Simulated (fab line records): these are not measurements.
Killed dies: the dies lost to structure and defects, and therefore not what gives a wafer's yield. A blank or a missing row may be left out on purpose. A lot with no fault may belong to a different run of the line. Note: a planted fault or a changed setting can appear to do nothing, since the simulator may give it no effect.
Comparing a struck lot with a sound one	flow sky130	15 steps out of a route of 708
Sound: wafers L988.4, L988.5, L988.6. Wafers struck: L993.2, L993.4, L993.5. The cause is given at the end.
Per side, at each step with rows, come the tool, then ch with its chambers, and then its first start. Under that, the readings that differ: sound wafers	struck wafers	difference of the means	sigmas: that difference in standard deviations of wafers without a fault.
alike: readings whose means differ by less than 2 such deviations, and words and numbers that are the same on both sides. not compared: withheld readings, readings that some wafer has no value for, bounds like >300 that may hide the same value, and numbers for which the record gives no deviation and whose values overlap.
The two part at a step that has a row with sigmas, a row that says differs or no value, or rows on one side only. Numbers that don't overlap but have no deviation are shown without sigmas and don't part them. Lack of a reading on every wafer of one side parts them only where that side has two or more wafers.

first, 6 steps without rows for these wafers: SKY_GATE_OXIDE_HMDS_04 (prime time 60 s); SKY_GATE_OXIDE_COAT_05 (resist thk 1140 nm); SKY_GATE_OXIDE_SOFTBAKE_06 (time 60 s); SKY_GATE_OXIDE_EXPOSE_07 (exposes mask LVOM, target cd 600 nm); SKY_GATE_OXIDE_PEB_08; SKY_GATE_OXIDE_DEVELOP_09 (develop time 60 s).
SKY_GATE_OXIDE_OVL_MEAS_10:
  sound on overlay-01 at day 19 14:46; struck on overlay-01 at day 21 02:00
  alike: GATE_OXIDE_OVL
then, 2 steps without rows for these wafers: SKY_GATE_OXIDE_IMPLANT_11; SKY_GATE_OXIDE_WET_ETCH_12 (etches SiO2 in dHF, target depth 16.8 nm, time 336 s).
SKY_GATE_OXIDE_STRIP_13: strips in O2/N2.
  sound on plasmaAsher-01 ch 0,1, day 19 15:04; struck on plasmaAsher-02 ch 0,1, day 21 02:17
  alike: drypumpMotorCurrentA, oesProductAu, stripTimeToEndpointS
  not compared: rfHoursCounterH
SKY_GATE_OXIDE_TW_MEAS_14:
  sound on filmMetro-02 at day 19 15:10; struck on filmMetro-03 at day 21 02:23
  alike: GATE_OXIDE_TW
then, 1 step without rows for these wafers: SKY_GATE_OXIDE_CLEAN_15 (cleans in SC1/SC2, time 150 s).
SKY_GATE_OXIDE_OXIDATION_16: stabilise 600 s, purge 300 s, target thk 3.57 nm.
  sound on furnace-02 ch 0, day 19 15:20; struck on furnace-01 ch 0, day 21 02:29
reading	sound	struck	difference	sigmas
spikeTcCentreC (C)	803.7 803.2 802.8	788.4 788.3 788.6	-14.8	-8
spikeTcLowerC (C)	802.2 800.6 799.7	791.0 789.5 790.1	-10.6	-11
spikeTcUpperC (C)	798.9 801.5 797.9	793.2 790.6 790.5	-8.0	-7
tubeCenterTempC (C)	799.86 800.03 799.87	789.61 789.6 789.52	-10.34	-99 or more
tube_center_temp_C_max	801.5 802.6 801.5	791.5 792.1 791.5	-10.2	-29
  alike: zonePowerCentrePct
then, 1 step without rows for these wafers: SKY_POLY_GATE_CVD_00 (deposits poly-Si, target thk 180 nm, time 720 s).
-- here the record skips 29 days between the struck wafers' starts before and after, leaving off in module POLY_GATE and picking up in module PAD_OPEN (first step shown: number 708 of the route) --
SKY_PAD_OPEN_PROBE_99:
  sound on prober-01 at day 49 19:23; struck on prober-01 at day 50 13:34
reading	sound	struck	difference	sigmas
model.etest.capThinOxide.gateLog10ACm2	-6.839 -7.088 -7.068	-6.688 -6.605 -6.678	+0.341	
model.etest.capThinOxide.toxAccNm (nm)	4.252 4.322 4.319	4.206 4.187 4.196	-0.101	
model.etest.pfet_01v8.toxInvNm (nm)	4.308 4.388 4.381	4.258 4.269 4.269	-0.094	
model.etest.capThinOxide.gateBvV (V)	6.997 7.007 7.063	6.832 6.89 6.927	-0.139	
  alike: killed_at_M0_to_M3, killed_at_M4_up, killedAtContacts, killedAtFrontEnd, killedAtOther, killedDies, killedOpen, killedShort
  not compared: model.etest.nfet_01v8_lvt.driveUaUm, model.etest.nfet_01v8_swapped.driveUaUm, model.etest.nfet_01v8_turned.driveUaUm, model.etest.nfet_01v8.driveUaUm

== WHERE THEY PART ==
Only at SKY_GATE_OXIDE_OXIDATION_16, within this record. Later steps at which nothing parts them and some readings are alike: SKY_PAD_OPEN_PROBE_99.

WHY: what the simulator had put in
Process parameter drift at SKY_GATE_OXIDE_OXIDATION_16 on furnace-01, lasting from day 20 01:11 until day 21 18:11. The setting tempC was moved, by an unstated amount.
